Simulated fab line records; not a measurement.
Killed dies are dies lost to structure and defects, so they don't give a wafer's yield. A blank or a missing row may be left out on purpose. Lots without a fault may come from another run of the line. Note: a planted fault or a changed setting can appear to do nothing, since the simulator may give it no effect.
Split-lot study || flow sfq line || on a route of 325 steps: 5 lots, 23 wafers read

## ON THE SPLIT
At SFQ_TRILAYER_I1_VIA_LITHO_COAT_049 (resist thk 650 nm), the setting spin rpm was moved away from the recipe's 3000 rpm on 11 of the 23 wafers read, by -5.8% to +5.4%. The other wafers ran this setting at the recipe's value.

There is no step in the file separating the split from the reading.

## THE READING
KrF_of_TRILAYER_I1_VIA_LITHO_COAT_049.thk nm (the simulator's own value, which no gauge read), in nm, at SFQ_TRILAYER_I1_VIA_BARC_OPEN_VIA_ETCH_071 (etches BARC in O2, target depth 125 nm, time 41.7 s). The file gives no usual value for it. Across the 12 wafers here that went through the recipe, the average is 572.9 nm and the standard deviation 2.1 nm.

{"wafer": "L075.1", "tool, chamber at the split": "litho track-03, 0", "spin rpm as run, rpm": 3000, "against the recipe": "recipe", "KrF_of_TRILAYER_I1_VIA_LITHO_COAT_049.thk nm, nm": 571.1, "against lot-mates on the recipe": "-"}
{"wafer": "L075.3", "tool, chamber at the split": "litho track-03, 0", "spin rpm as run, rpm": 3161, "against the recipe": "+5.4%", "KrF_of_TRILAYER_I1_VIA_LITHO_COAT_049.thk nm, nm": 552, "against lot-mates on the recipe": -18.8}
{"wafer": "L075.4", "tool, chamber at the split": "litho track-03, 0", "spin rpm as run, rpm": 3000, "against the recipe": "recipe", "KrF_of_TRILAYER_I1_VIA_LITHO_COAT_049.thk nm, nm": 570.4, "against lot-mates on the recipe": "-"}
{"wafer": "L075.5", "tool, chamber at the split": "litho track-03, 0", "spin rpm as run, rpm": 3161, "against the recipe": "+5.4%", "KrF_of_TRILAYER_I1_VIA_LITHO_COAT_049.thk nm, nm": 552.5, "against lot-mates on the recipe": -18.2}
{"wafer": "L075.6", "tool, chamber at the split": "litho track-03, 0", "spin rpm as run, rpm": 3161, "against the recipe": "+5.4%", "KrF_of_TRILAYER_I1_VIA_LITHO_COAT_049.thk nm, nm": 557.8, "against lot-mates on the recipe": -13.0}
{"wafer": "L079.1", "tool, chamber at the split": "litho track-04, 0", "spin rpm as run, rpm": 3000, "against the recipe": "recipe", "KrF_of_TRILAYER_I1_VIA_LITHO_COAT_049.thk nm, nm": 570.3, "against lot-mates on the recipe": "-"}
{"wafer": "L079.4", "tool, chamber at the split": "litho track-04, 0", "spin rpm as run, rpm": 3000, "against the recipe": "recipe", "KrF_of_TRILAYER_I1_VIA_LITHO_COAT_049.thk nm, nm": 572.3, "against lot-mates on the recipe": "-"}
{"wafer": "L079.6", "tool, chamber at the split": "litho track-04, 0", "spin rpm as run, rpm": 3000, "against the recipe": "recipe", "KrF_of_TRILAYER_I1_VIA_LITHO_COAT_049.thk nm, nm": 571.6, "against lot-mates on the recipe": "-"}
{"wafer": "L080.1", "tool, chamber at the split": "litho track-03, 0", "spin rpm as run, rpm": 3000, "against the recipe": "recipe", "KrF_of_TRILAYER_I1_VIA_LITHO_COAT_049.thk nm, nm": 573.1, "against lot-mates on the recipe": "-"}
{"wafer": "L080.3", "tool, chamber at the split": "litho track-03, 0", "spin rpm as run, rpm": 3000, "against the recipe": "recipe", "KrF_of_TRILAYER_I1_VIA_LITHO_COAT_049.thk nm, nm": 572.4, "against lot-mates on the recipe": "-"}
{"wafer": "L080.4", "tool, chamber at the split": "litho track-03, 0", "spin rpm as run, rpm": 3000, "against the recipe": "recipe", "KrF_of_TRILAYER_I1_VIA_LITHO_COAT_049.thk nm, nm": 576.5, "against lot-mates on the recipe": "-"}
{"wafer": "L080.5", "tool, chamber at the split": "litho track-03, 0", "spin rpm as run, rpm": 2826, "against the recipe": "-5.8%", "KrF_of_TRILAYER_I1_VIA_LITHO_COAT_049.thk nm, nm": 599.3, "against lot-mates on the recipe": "+25.3"}
{"wafer": "L080.6", "tool, chamber at the split": "litho track-03, 0", "spin rpm as run, rpm": 2826, "against the recipe": "-5.8%", "KrF_of_TRILAYER_I1_VIA_LITHO_COAT_049.thk nm, nm": 598.1, "against lot-mates on the recipe": "+24.1"}
{"wafer": "L081.1", "tool, chamber at the split": "litho track-02, 0", "spin rpm as run, rpm": 3000, "against the recipe": "recipe", "KrF_of_TRILAYER_I1_VIA_LITHO_COAT_049.thk nm, nm": 576, "against lot-mates on the recipe": "-"}
{"wafer": "L081.2", "tool, chamber at the split": "litho track-02, 0", "spin rpm as run, rpm": 3093, "against the recipe": "+3.1%", "KrF_of_TRILAYER_I1_VIA_LITHO_COAT_049.thk nm, nm": 566.9, "against lot-mates on the recipe": -7.8}
{"wafer": "L081.3", "tool, chamber at the split": "litho track-02, 0", "spin rpm as run, rpm": 3000, "against the recipe": "recipe", "KrF_of_TRILAYER_I1_VIA_LITHO_COAT_049.thk nm, nm": 573.4, "against lot-mates on the recipe": "-"}
{"wafer": "L081.4", "tool, chamber at the split": "litho track-02, 0", "spin rpm as run, rpm": 3093, "against the recipe": "+3.1%", "KrF_of_TRILAYER_I1_VIA_LITHO_COAT_049.thk nm, nm": 564.7, "against lot-mates on the recipe": -10.0}
{"wafer": "L081.6", "tool, chamber at the split": "litho track-02, 0", "spin rpm as run, rpm": 3093, "against the recipe": "+3.1%", "KrF_of_TRILAYER_I1_VIA_LITHO_COAT_049.thk nm, nm": 565.5, "against lot-mates on the recipe": -9.2}
{"wafer": "L085.2", "tool, chamber at the split": "litho track-02, 0", "spin rpm as run, rpm": 3000, "against the recipe": "recipe", "KrF_of_TRILAYER_I1_VIA_LITHO_COAT_049.thk nm, nm": 571.6, "against lot-mates on the recipe": "-"}
{"wafer": "L085.3", "tool, chamber at the split": "litho track-02, 0", "spin rpm as run, rpm": 2934, "against the recipe": "-2.2%", "KrF_of_TRILAYER_I1_VIA_LITHO_COAT_049.thk nm, nm": 579.3, "against lot-mates on the recipe": "+5.3"}
{"wafer": "L085.4", "tool, chamber at the split": "litho track-02, 0", "spin rpm as run, rpm": 2934, "against the recipe": "-2.2%", "KrF_of_TRILAYER_I1_VIA_LITHO_COAT_049.thk nm, nm": 580.3, "against lot-mates on the recipe": "+6.3"}
{"wafer": "L085.5", "tool, chamber at the split": "litho track-02, 0", "spin rpm as run, rpm": 2934, "against the recipe": "-2.2%", "KrF_of_TRILAYER_I1_VIA_LITHO_COAT_049.thk nm, nm": 580.5, "against lot-mates on the recipe": "+6.5"}
{"wafer": "L085.6", "tool, chamber at the split": "litho track-02, 0", "spin rpm as run, rpm": 3000, "against the recipe": "recipe", "KrF_of_TRILAYER_I1_VIA_LITHO_COAT_049.thk nm, nm": 576.3, "against lot-mates on the recipe": "-"}

FIT RESULTS
A straight line over all 23 wafers: KrF_of_TRILAYER_I1_VIA_LITHO_COAT_049.thk nm changes by -3.67 nm for each +1% of spin rpm; r = -0.97; the points scatter about the line by 2.7 nm.
The same after taking each lot's own level away (the mean of its wafers on the recipe; 23 wafers): -3.47 nm for each +1%; r = -0.98; scatter 2.3 nm.
Per that fit: largest spin rpm move, reading shift of 20 nm.
Across the lots, their own levels run from 570.75 to 574.70 nm, a range of 1.9 times the standard deviation given above.
The two slopes are in agreement: the lot-to-lot level therefore moves the slope only a little.
Check: for one of the wafers moved furthest among these (-5.8%), held out of the fit, the line's prediction against its lot-mates is +19.4 nm. It came out at +25.3 nm against them.

## ADDITIONAL SPLITS CARRIED BY THESE WAFERS
Other splits were also applied to these wafers ahead of the reading. Each is held against what the fit with the lots' levels taken away leaves over:
{"other split on the same wafers": "SFQ_TRILAYER_INCOMING_OXIDATION_002 temp c", "wafers away from the commonest value": 10, "r with KrF_of_TRILAYER_I1_VIA_LITHO_COAT_049.thk nm (lot level and that fit taken away)": "+0.17"}
{"other split on the same wafers": "SFQ_TRILAYER_L0_LITHO_COAT_005 spin rpm", "wafers away from the commonest value": 7, "r with KrF_of_TRILAYER_I1_VIA_LITHO_COAT_049.thk nm (lot level and that fit taken away)": -0.24}
{"other split on the same wafers": "SFQ_TRILAYER_L0_BARC_OPEN_METAL_ETCH_010 icp w", "wafers away from the commonest value": 7, "r with KrF_of_TRILAYER_I1_VIA_LITHO_COAT_049.thk nm (lot level and that fit taken away)": "+0.27"}
{"other split on the same wafers": "SFQ_TRILAYER_L0_VIA_BARC_OPEN_VIA_ETCH_021 time s", "wafers away from the commonest value": 8, "r with KrF_of_TRILAYER_I1_VIA_LITHO_COAT_049.thk nm (lot level and that fit taken away)": "+0.21"}
{"other split on the same wafers": "SFQ_TRILAYER_M0_LITHO_COAT_026 spin rpm", "wafers away from the commonest value": 8, "r with KrF_of_TRILAYER_I1_VIA_LITHO_COAT_049.thk nm (lot level and that fit taken away)": -0.07}
{"other split on the same wafers": "SFQ_TRILAYER_M0_LITHO_EXPOSE_022 dose mj", "wafers away from the commonest value": 7, "r with KrF_of_TRILAYER_I1_VIA_LITHO_COAT_049.thk nm (lot level and that fit taken away)": "+0.07"}
{"other split on the same wafers": "SFQ_TRILAYER_I0_VIA_LITHO_COAT_036 resist thk nm", "wafers away from the commonest value": 8, "r with KrF_of_TRILAYER_I1_VIA_LITHO_COAT_049.thk nm (lot level and that fit taken away)": -0.22}
{"other split on the same wafers": "SFQ_TRILAYER_M1_LITHO_COAT_044 spin rpm", "wafers away from the commonest value": 10, "r with KrF_of_TRILAYER_I1_VIA_LITHO_COAT_049.thk nm (lot level and that fit taken away)": "+0.25"}
{"other split on the same wafers": "SFQ_TRILAYER_M1_BARC_OPEN_METAL_ETCH_054 time s", "wafers away from the commonest value": 9, "r with KrF_of_TRILAYER_I1_VIA_LITHO_COAT_049.thk nm (lot level and that fit taken away)": -0.04}

## THE WHOLE CHAIN: every reading that the file lists as answering this split, in the file's order
{"step": "SFQ_TRILAYER_I1_VIA_LITHO_COAT_049", "what it does": "resist thk 650 nm", "reading": "KrF_of_TRILAYER_I1_VIA_LITHO_COAT_049.thk nm (the simulator's own value, which no gauge read)", "change (the file's fit)": "-3.17 nm for each +1% of the setting", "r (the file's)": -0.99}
{"step": "SFQ_TRILAYER_I1_VIA_BARC_OPEN_VIA_ETCH_071", "what it does": "etches BARC in O2, target depth 125 nm, time 41.7 s", "reading": "KrF_of_TRILAYER_I1_VIA_LITHO_COAT_049.thk nm (the simulator's own value, which no gauge read)", "change (the file's fit)": "-3.57 nm for each +1% of the setting", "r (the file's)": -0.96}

## THE FILE'S OWN FIT
KrF_of_TRILAYER_I1_VIA_LITHO_COAT_049.thk nm changes by -3.57 nm for each +1% of spin rpm, r = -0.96.
